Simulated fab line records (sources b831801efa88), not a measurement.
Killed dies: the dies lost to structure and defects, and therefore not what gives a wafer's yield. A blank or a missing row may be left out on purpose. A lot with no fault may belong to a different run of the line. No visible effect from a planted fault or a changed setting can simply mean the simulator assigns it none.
fab line records	flow sky130
[record] lots = 6	wafers = 18	last-day = 50
route steps=708 shown METAL4@602 CAP2M@603 PAD_OPEN@708
lots that met no fault: from a run of the same line without faults
start-h: hours from the record's first day to the start of the lot's first wafer shown	wait-h: hours since the lot's step before	" same as the row above	L1.1+2: one row covering several wafers at once	- value missing, or start not given	* or withheld: withheld	< > ~ a bound
route shown NAME@n: names a module that has steps shown in the file, with the first one's number in the route	usual: average and standard deviation across the fault-free wafers	same: alike in all rows	chamber/n: place in a boat	sites: the reading at each site	_std_site: how widely they spread, as a standard deviation	_edge_site: inner sites' mean taken away from outer sites' mean	radius-mm: how far each site lies from the wafer's centre	mask NAME#n: copy n	behind: tool/chamber where the wafer was last shaped	hold: why the lot was held/for how many hours/how that ended	device: the n, p or np transistor that did not switch	end of line: the same wafers' tests at the end of the route	step lacking rows: just its recipe	killed: count of dies lost to structure and defects at first sort (not the wafer's yield)	map: per-die view of a wafer (x killed, . not killed, _ where there is no die)
set.NAME: the run value of the setting; set.NAME@STEP: its run value at that earlier step	model.NAME: the simulator's own value behind a step, which no gauge read
lots seen at some steps along the route; tables by step, rows by wafer
services: from which hour (start-h, from the record's first day; less than 0 if before it) a tool's chamber was out of use, for how many hours, and why
[[steps]]
[step SKY_METAL4_SPUTTER_04]
[recipe] material = TiN	target-thk-nm = 70	power-w = 6500	time-s = 58.3	chamber-pressure-pa = 0.4
[usual] throttle-valve-pct = 29.9/0.9
lot.wafer	tool	chamber	start-h	wait-h	throttle-valve-pct
L499.3	pvd-sputter-01	-	948.75	0.0	29.2
L499.4	"	-	"	"	30.7
L499.6	"	-	"	"	30.4
L507.1	pvd-sputter-03	-	1009.62	0.0	30.3
L507.4	"	-	"	"	30.2
L507.6	"	-	"	"	29.8
L508.4	pvd-sputter-03	-	1021.45	0.0	29.6
L508.5	"	-	"	"	30.9
L508.6	"	-	"	"	30.1
L513.1	pvd-sputter-04	-	1044.60	0.0	30.6
L513.3	"	-	"	"	29.5
L513.4	"	-	"	"	29.3
L519.1	pvd-sputter-01	-	1076.71	0.0	28.3
L519.3	"	-	"	"	30.9
L519.5	"	-	"	"	29.3
L520.2	pvd-sputter-04	-	1088.57	0.0	29.4
L520.5	"	-	"	"	30.6
L520.6	"	-	"	"	29.3
[step SKY_CAP2M_CVD_00]
[recipe] material = SiO2	target-thk-nm = 15.5	temp-c = 400	time-s = withheld	rf-w = 450
[usual] heater-power-w = 739/91	rf-fwd-power-W = 441.5/2.1
lot.wafer	tool	chamber	start-h	wait-h	heater-power-w	rf-fwd-power-W
L499.3	pecvd-04	2	948.80	0.0	769	443.0
L499.4	"	1	"	"	578	442.9
L499.6	"	0	"	"	552	442.1
L507.1	pecvd-03	0	1009.67	0.0	831	443.8
L507.4	"	0	"	"	804	443.4
L507.6	"	2	"	"	751	444.7
L508.4	pecvd-01	1	1021.51	0.0	701	440.4
L508.5	"	0	"	"	763	441.1
L508.6	"	2	"	"	722	442.8
L513.1	pecvd-01	1	1044.65	0.0	700	438.2
L513.3	"	0	"	"	741	443.3
L513.4	"	2	"	"	663	439.5
L519.1	pecvd-01	1	1076.76	0.0	764	435.6
L519.3	"	0	"	"	751	441.6
L519.5	"	1	"	"	785	436.6
L520.2	pecvd-04	2	1088.62	0.0	796	445.2
L520.5	"	1	"	"	595	441.5
L520.6	"	2	"	"	794	442.1
[step SKY_CAP2M_THK_MEAS_01]
[recipe] reads = SiO2_of_CAP2M_CVD_00
[usual] CAP2M_CVD_00_THK = 15.51/0.25
lot.wafer	tool	chamber	start-h	wait-h	CAP2M_CVD_00_THK[nm]
L499.3	film-metro-01	-	948.84	-	15.16
L499.4	"	-	"	"	15.42
L499.6	"	-	"	"	15.49
L507.1	film-metro-03	-	1009.70	-	15.60
L507.4	"	-	"	"	16.07
L507.6	"	-	"	"	15.88
L508.4	film-metro-04	-	1021.55	-	15.49
L508.5	"	-	"	"	15.39
L508.6	"	-	"	"	15.05
L513.1	film-metro-04	-	1044.67	-	15.40
L513.3	"	-	"	"	15.53
L513.4	"	-	"	"	15.59
L519.1	film-metro-04	-	1076.79	-	15.33
L519.3	"	-	"	"	15.62
L519.5	"	-	"	"	15.80
L520.2	film-metro-01	-	1088.65	-	15.39
L520.5	"	-	"	"	16.18
L520.6	"	-	"	"	15.75
[step SKY_CAP2M_SPUTTER_02]
[recipe] material = TiN	target-thk-nm = 200	temp-c = 300	power-w = 6500	time-s = 166.7	chamber-pressure-pa = 0.4
[usual] throttle-valve-pct = 30.4/1
lot.wafer	tool	chamber	start-h	wait-h	throttle-valve-pct
L499.3	pvd-sputter-02	-	948.88	0.0	30.4
L499.4	"	-	"	"	31.0
L499.6	"	-	"	"	28.9
L507.1	pvd-sputter-04	-	1009.76	0.1	29.6
L507.4	"	-	"	"	31.0
L507.6	"	-	"	"	29.2
L508.4	pvd-sputter-02	-	1021.58	0.0	31.5
L508.5	"	-	"	"	31.4
L508.6	"	-	"	"	31.7
L513.1	pvd-sputter-03	-	1044.73	0.1	31.0
L513.3	"	-	"	"	30.2
L513.4	"	-	"	"	29.6
L519.1	pvd-sputter-02	-	1076.85	0.1	28.8
L519.3	"	-	"	"	31.1
L519.5	"	-	"	"	31.5
L520.2	pvd-sputter-02	-	1088.70	0.0	31.8
L520.5	"	-	"	"	31.2
L520.6	"	-	"	"	31.6
[step SKY_CAP2M_RS_MEAS_03]
[recipe] thk-meas-gauge = four-point-probe	reads = TiN_of_CAP2M_SPUTTER_02
[usual] CAP2M_TIN_RS = 6.88/0.083
lot.wafer	tool	chamber	start-h	wait-h	CAP2M_TIN_RS[ohm/sq]
L499.3	film-metro-01	-	949.03	0.1	6.80
L499.4	"	-	"	"	6.79
L499.6	"	-	"	"	6.94
L507.1	film-metro-01	-	1009.87	0.1	6.81
L507.4	"	-	"	"	6.84
L507.6	"	-	"	"	6.87
L508.4	film-metro-01	-	1021.75	0.1	6.74
L508.5	"	-	"	"	6.75
L508.6	"	-	"	"	6.78
L513.1	film-metro-03	-	1044.84	0.1	7.02
L513.3	"	-	"	"	6.98
L513.4	"	-	"	"	6.95
L519.1	film-metro-03	-	1076.96	0.1	7.06
L519.3	"	-	"	"	6.89
L519.5	"	-	"	"	6.86
L520.2	film-metro-03	-	1088.83	0.1	6.95
L520.5	"	-	"	"	6.85
L520.6	"	-	"	"	6.91
[step SKY_CAP2M_THK_MEAS_04]
[recipe] thk-meas-gauge = xrf	reads = TiN_of_CAP2M_SPUTTER_02
[usual] CAP2M_TIN_THK = 200.3/2.4
lot.wafer	tool	chamber	start-h	wait-h	CAP2M_TIN_THK[nm]
L499.3	film-metro-01	-	949.13	0.1	202.5
L499.4	"	-	"	"	202.3
L499.6	"	-	"	"	198.6
L507.1	film-metro-01	-	1009.99	0.1	203.0
L507.4	"	-	"	"	201.1
L507.6	"	-	"	"	200.1
L508.4	film-metro-01	-	1021.84	0.1	204.5
L508.5	"	-	"	"	204.4
L508.6	"	-	"	"	202.8
L513.1	film-metro-03	-	1044.96	0.1	197.9
L513.3	"	-	"	"	199.0
L513.4	"	-	"	"	200.2
L519.1	film-metro-03	-	1077.08	0.1	194.8
L519.3	"	-	"	"	200.3
L519.5	"	-	"	"	201.6
L520.2	film-metro-03	-	1088.94	0.1	198.7
L520.5	"	-	"	"	202.3
L520.6	"	-	"	"	199.3
[step SKY_CAP2M_DEHYDRATE_05]
[recipe] temp-c = 200	time-s = 60
[step SKY_CAP2M_HMDS_06]
[recipe] prime-time-s = 60	prime-temp-c = 120
[step SKY_CAP2M_COAT_07]
[recipe] resist = NOVOLAK	spin-rpm = 3000	resist-thk-nm = 1140
[step SKY_CAP2M_SOFTBAKE_08]
[recipe] temp-c = 90	time-s = 60	resist = NOVOLAK
[step SKY_CAP2M_EXPOSE_09]
[recipe] mask-id = CAP2M	na = 0.6	source-shape = conventional	sigma-outer = 0.6	polarization = unpolarized	target-cd-nm = 1000	dose-mj = 159
[step SKY_CAP2M_PEB_10]
[recipe] temp-c = withheld	time-s = *	resist = NOVOLAK
[step SKY_CAP2M_DEVELOP_11]
[recipe] resist = NOVOLAK	developer = TMAH	develop-time-s = 60	dev-temp-c = 23
lot.wafer	tool	chamber	start-h	wait-h
L499.3+4+6	litho-track-01	0	972.34	0.1
L507.1+4+6	litho-track-01	0	1032.44	0.1
L508.4+5+6	litho-track-01	0	1044.12	0.1
L513.1+3+4	litho-track-03	0	1066.75	0.1
L519.1+3+5	litho-track-04	0	1097.23	0.1
L520.2+5+6	litho-track-01	0	1109.02	0.1
[step SKY_CAP2M_OVL_MEAS_12]
[usual] CAP2M_OVL = 0.5/1.5
lot.wafer	tool	chamber	start-h	wait-h	CAP2M_OVL[nm]
L499.3	overlay-02	-	972.45	0.1	-1.6
L499.4	"	-	"	"	-0.4
L499.6	"	-	"	"	-0.3
L507.1	overlay-02	-	1032.59	0.1	-1.4
L507.4	"	-	"	"	-0.4
L507.6	"	-	"	"	-1.0
L508.4	overlay-01	-	1044.21	0.1	-0.3
L508.5	"	-	"	"	-0.4
L508.6	"	-	"	"	0.1
L513.1	overlay-01	-	1066.90	0.1	-0.6
L513.3	"	-	"	"	0.1
L513.4	"	-	"	"	-1.0
L519.1	overlay-02	-	1097.38	0.1	1.5
L519.3	"	-	"	"	1.1
L519.5	"	-	"	"	1.6
L520.2	overlay-02	-	1109.15	0.1	0.8
L520.5	"	-	"	"	-0.6
L520.6	"	-	"	"	-0.6
[step SKY_CAP2M_METAL_ETCH_13]
[recipe] target-depth-nm = 220	stop-on = SiO2	chemistry = Cl2/BCl3	target = TiN	pressure-mtorr = 10	icp-w = 900	bias-w = 48.5	Cl2_flow_sccm = 60	bcl3-flow-sccm = 30	time-s = 62.9
[usual] drypump-motor-current-A = 5.7/0.4	oes-product-au = 0.944/0.007	rf-fwd-power-W = 893.6/2.9	throttle-valve-pct = 21.901/0.01
lot.wafer	tool	chamber	start-h	wait-h	drypump-motor-current-A	oes-product-au	rf-fwd-power-W	rf-hours-counter-h	throttle-valve-pct	model.CAP2M.cd-nm
L499.3	rie-metal-03	0	972.50	0.0	6.0	0.947	890.0	-	21.904	1000
L499.4	"	1	"	"	5.8	0.955	893.8	-	21.904	998.7
L499.6	"	0	"	"	6.0	0.940	893.7	-	21.890	998.7
L507.1	rie-metal-04	1	1032.63	0.0	5.4	0.953	892.8	14	21.897	1029
L507.4	"	0	"	"	6.2	0.954	894.6	-	21.887	1026
L507.6	"	0	"	"	6.2	0.949	900.1	-	21.907	1026
L508.4	rie-metal-01	1	1044.25	0.0	4.8	0.946	889.9	-	21.899	1027
L508.5	"	1	"	"	4.8	0.953	887.6	-	21.890	1030
L508.6	"	0	"	"	5.8	0.958	891.8	-	21.876	1031
L513.1	rie-metal-03	1	1066.93	0.0	5.7	0.929	892.8	9	21.910	998.8
L513.3	"	0	"	"	5.9	0.937	891.3	-	21.894	1002
L513.4	"	1	"	"	5.7	0.936	889.8	-	21.899	1000
L519.1	rie-metal-03	1	1097.42	0.0	5.8	0.925	889.7	12	21.902	1002
L519.3	"	1	"	"	5.7	0.942	888.8	-	21.906	1000
L519.5	"	0	"	"	6.0	0.947	887.8	-	21.904	1005
L520.2	rie-metal-04	1	1109.18	0.0	5.4	0.942	890.6	21	21.912	998.5
L520.5	"	0	"	"	6.2	0.951	894.6	-	21.900	998.2
L520.6	"	1	"	"	5.4	0.942	892.7	-	21.904	997.9
[step SKY_CAP2M_STRIP_14]
[recipe] chemistry = O2/N2	power-w = 1400	pressure-mtorr = 1500	platen-temp-c = withheld	o2-flow-sccm = 3000	n2-flow-sccm = 300	overash-fraction = 0.5
[usual] drypump-motor-current-A = 5.4/0.54	oes-product-au = 0.709/0.0046	strip-time-to-endpoint-s = 12.67/0.052
[same] overash-fraction = 0.5
lot.wafer	tool	chamber	start-h	wait-h	drypump-motor-current-A	oes-product-au	rf-hours-counter-h	strip-time-to-endpoint-s
L499.3	plasma-asher-04	1	972.59	0.1	5.4	0.703	-	12.63
L499.4	"	0	"	"	4.7	0.714	-	12.71
L499.6	"	0	"	"	4.7	0.712	-	12.62
L507.1	plasma-asher-03	0	1032.70	0.1	5.6	0.704	92	12.75
L507.4	"	0	"	"	5.6	0.717	-	12.73
L507.6	"	1	"	"	5.5	0.718	-	12.78
L508.4	plasma-asher-02	1	1044.34	0.1	6.1	0.703	-	12.80
L508.5	"	1	"	"	6.1	0.706	-	12.84
L508.6	"	0	"	"	6.6	0.710	-	12.79
L513.1	plasma-asher-03	0	1067.01	0.1	5.6	0.716	95	12.63
L513.3	"	0	"	"	5.6	0.708	-	12.55
L513.4	"	1	"	"	5.5	0.711	-	12.63
L519.1	plasma-asher-04	0	1097.50	0.1	4.7	0.709	3	12.71
L519.3	"	0	"	"	4.7	0.710	-	12.68
L519.5	"	0	"	"	4.7	0.713	-	12.67
L520.2	plasma-asher-03	1	1109.26	0.1	5.5	0.710	100	12.60
L520.5	"	1	"	"	5.5	0.717	-	12.66
L520.6	"	0	"	"	5.6	0.712	-	12.67
[step SKY_PAD_OPEN_PROBE_99]
[usual] defect-limited-yield = 82.9/2	killed_at_M0_to_M3 = 42/7.6	killed_at_M4_up = 2.9/1.7	killed-at-contacts = 24/5.1	killed-at-front-end = 15/4	killed-at-other = 0.2/0.38	killed-dies = 84/9.9	killed-open = 46/7.2	killed-short = 38/6.6	sort_bin_3_pad_short = 0.9/0.38	sort_bin_5_function = 10.2/1.5	sort_bin_6_memory = 6.0/1	sort-n-pass = 408/9.9	sort-yield-pct = 82.9/2
[same] gross-dies = 492	killed-at-back-side = 0	sort_bin_4_leakage[%] = 0	sort_bin_8_speed[%] = 0
lot.wafer	tool	chamber	start-h	wait-h	defect-limited-yield[%]	killed_at_M0_to_M3	killed_at_M4_up	killed-at-contacts	killed-at-front-end	killed-at-other	killed-dies	killed-open	killed-short	sort_bin_3_pad_short[%]	sort_bin_5_function[%]	sort_bin_6_memory[%]	sort-n-pass	sort-yield-pct[%]
L499.3	prober-02	-	1091.76	0.2	82.5	39	0	31	16	0	86	44	42	0.4	11.4	5.7	406	82.5
L499.4	prober-02	-	1091.81	0.2	81.3	42	3	29	18	0	92	48	44	1.4	10.4	6.9	400	81.3
L499.6	prober-02	-	1091.91	0.2	83.1	45	1	22	15	0	83	48	35	0.8	10.4	5.7	409	83.1
L508.4	prober-01	-	1153.41	0.2	80.9	52	4	28	10	0	94	45	49	1.2	11.2	6.7	398	80.9
L508.5	prober-01	-	1153.46	0.2	81.7	48	2	27	13	0	90	46	44	0.8	10.8	6.7	402	81.7
L508.6	prober-01	-	1153.51	0.2	83.5	43	3	23	12	0	81	49	32	1.0	8.5	6.9	411	83.5
L513.1	prober-02	-	1169.45	0.1	85.2	41	3	12	16	1	73	45	28	0.4	9.1	5.3	419	85.2
L513.3	prober-02	-	1169.55	0.2	83.1	46	5	23	9	0	83	51	32	0.8	9.8	6.3	409	83.1
L513.4	prober-02	-	1169.60	0.2	81.1	53	7	23	10	0	93	44	49	1.0	10.6	7.3	399	81.1
// killed by level:class
L499.3 CONTACT:geometric-particle:open=10 LI_CONTACT:geometric-particle:open=8 FIELD_ISO:geometric-particle:short=7 CONTACT:geometric-particle:short=7 VIA1:geometric-particle:open=7 METAL2:geometric-particle:short=6 FIELD_ISO:geometric-particle:open=5 VIA2:geometric-particle:open=5
L499.4 LI_CONTACT:geometric-particle:open=9 VIA1:geometric-particle:short=8 CONTACT:geometric-particle:open=7 LOCAL_INTERCONNECT:geometric-particle:short=6 METAL1:geometric-particle:short=6 VIA2:geometric-particle:open=6 FIELD_ISO:geometric-particle:short=5 VIA1:geometric-particle:open=5
L499.6 CONTACT:geometric-particle:open=9 VIA1:geometric-particle:open=9 METAL2:geometric-particle:short=7 VIA3:geometric-particle:open=7 VIA2:geometric-particle:open=5 LI_CONTACT:geometric-particle:short=4 LI_CONTACT:geometric-particle:open=4 VIA2:geometric-particle:short=4
L508.4 VIA1:geometric-particle:open=10 VIA2:geometric-particle:open=9 CONTACT:geometric-particle:short=7 METAL1:geometric-particle:short=7 METAL2:geometric-particle:short=7 LI_CONTACT:geometric-particle:open=6 CONTACT:geometric-particle:open=6 LI_CONTACT:geometric-particle:short=5
L508.5 CONTACT:geometric-particle:open=9 VIA1:geometric-particle:open=9 METAL2:geometric-particle:short=8 LI_CONTACT:geometric-particle:open=6 METAL1:geometric-particle:short=6 VIA1:geometric-particle:short=6 LOCAL_INTERCONNECT:geometric-particle:short=5 VIA3:geometric-particle:open=5
L508.6 VIA1:geometric-particle:open=10 LI_CONTACT:geometric-particle:open=8 CONTACT:geometric-particle:open=7 VIA2:geometric-particle:open=7 VIA3:geometric-particle:open=6 METAL2:geometric-particle:short=5 FIELD_ISO:geometric-particle:short=4 CONTACT:geometric-particle:short=4
L513.1 VIA1:geometric-particle:open=10 VIA3:geometric-particle:open=10 VIA2:geometric-particle:open=7 POLY_GATE:geometric-particle:short=5 LI_CONTACT:geometric-particle:open=5 POLY_GATE:geometric-particle:open=4 VIA1:geometric-particle:short=4 FIELD_ISO:geometric-particle:open=3
L513.3 VIA1:geometric-particle:open=14 CONTACT:geometric-particle:open=9 VIA2:geometric-particle:open=7 VIA3:geometric-particle:open=7 LI_CONTACT:geometric-particle:open=6 METAL2:geometric-particle:short=6 METAL1:geometric-particle:short=5 LOCAL_INTERCONNECT:geometric-particle:short=3
L513.4 VIA1:geometric-particle:open=13 LI_CONTACT:geometric-particle:open=8 METAL2:geometric-particle:short=7 VIA2:geometric-particle:open=7 METAL3:geometric-particle:short=7 VIA1:geometric-particle:short=6 LOCAL_INTERCONNECT:geometric-particle:short=5 CONTACT:geometric-particle:open=5
[[services]]
tool	chamber	start-h	hours	kind
rie-metal-04	0	925.79	5.1	repair
pvd-sputter-04	-	932.89	11.4	repair
rie-metal-03	-	933.15	1.0	repair
plasma-asher-04	-	944.42	2.7	repair
pvd-sputter-04	-	949.14	3.7	repair
pvd-sputter-02	-	952.40	1.0	repair
pvd-sputter-03	-	985.56	0.9	repair
pecvd-01	-	986.67	6.0	pm
pecvd-04	0	994.49	4.1	repair
pecvd-01	-	997.52	1.6	repair
plasma-asher-03	-	1009.94	2.8	pm
pvd-sputter-01	-	1035.01	0.6	repair
pvd-sputter-02	2	1042.80	-	consumable-replace:kit
plasma-asher-04	-	1045.42	1.6	repair
pecvd-04	0	1045.43	8.1	repair
plasma-asher-04	-	1055.25	9.0	pm
rie-metal-01	0	1061.78	1.9	repair
pvd-sputter-01	-	1070.61	1.1	repair
pecvd-01	2	1074.38	5.3	repair
plasma-asher-02	-	1095.07	1.7	repair
plasma-asher-02	-	1101.59	6.3	repair
rie-metal-03	1	1104.93	1.5	repair
pecvd-01	2	1105.58	7.4	repair
pvd-sputter-01	-	1105.64	2.1	repair
[[key]]
first-sign none at tools or gauges
[model-effect] step = SKY_CAP2M_METAL_ETCH_13	value = CAP2M.cd-nm	without = 999.3	struck = 1028
met-at SKY_CAP2M_DEVELOP_11
struck-wafers L507.1,L507.4,L507.6,L508.4,L508.5,L508.6
onset-between 972.34 1032.44
also-fits SKY_METAL4_SPUTTER_04:pvd-sputter-03
[fault] kind = process-parameter-drift	tool = litho-track-01	chamber = -	onset-h = 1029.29	steps = SKY_CAP2M_DEVELOP_11	channel = develop-time-s	offset = *	shape = step	end-h = 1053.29	acts-in = *	stated = *
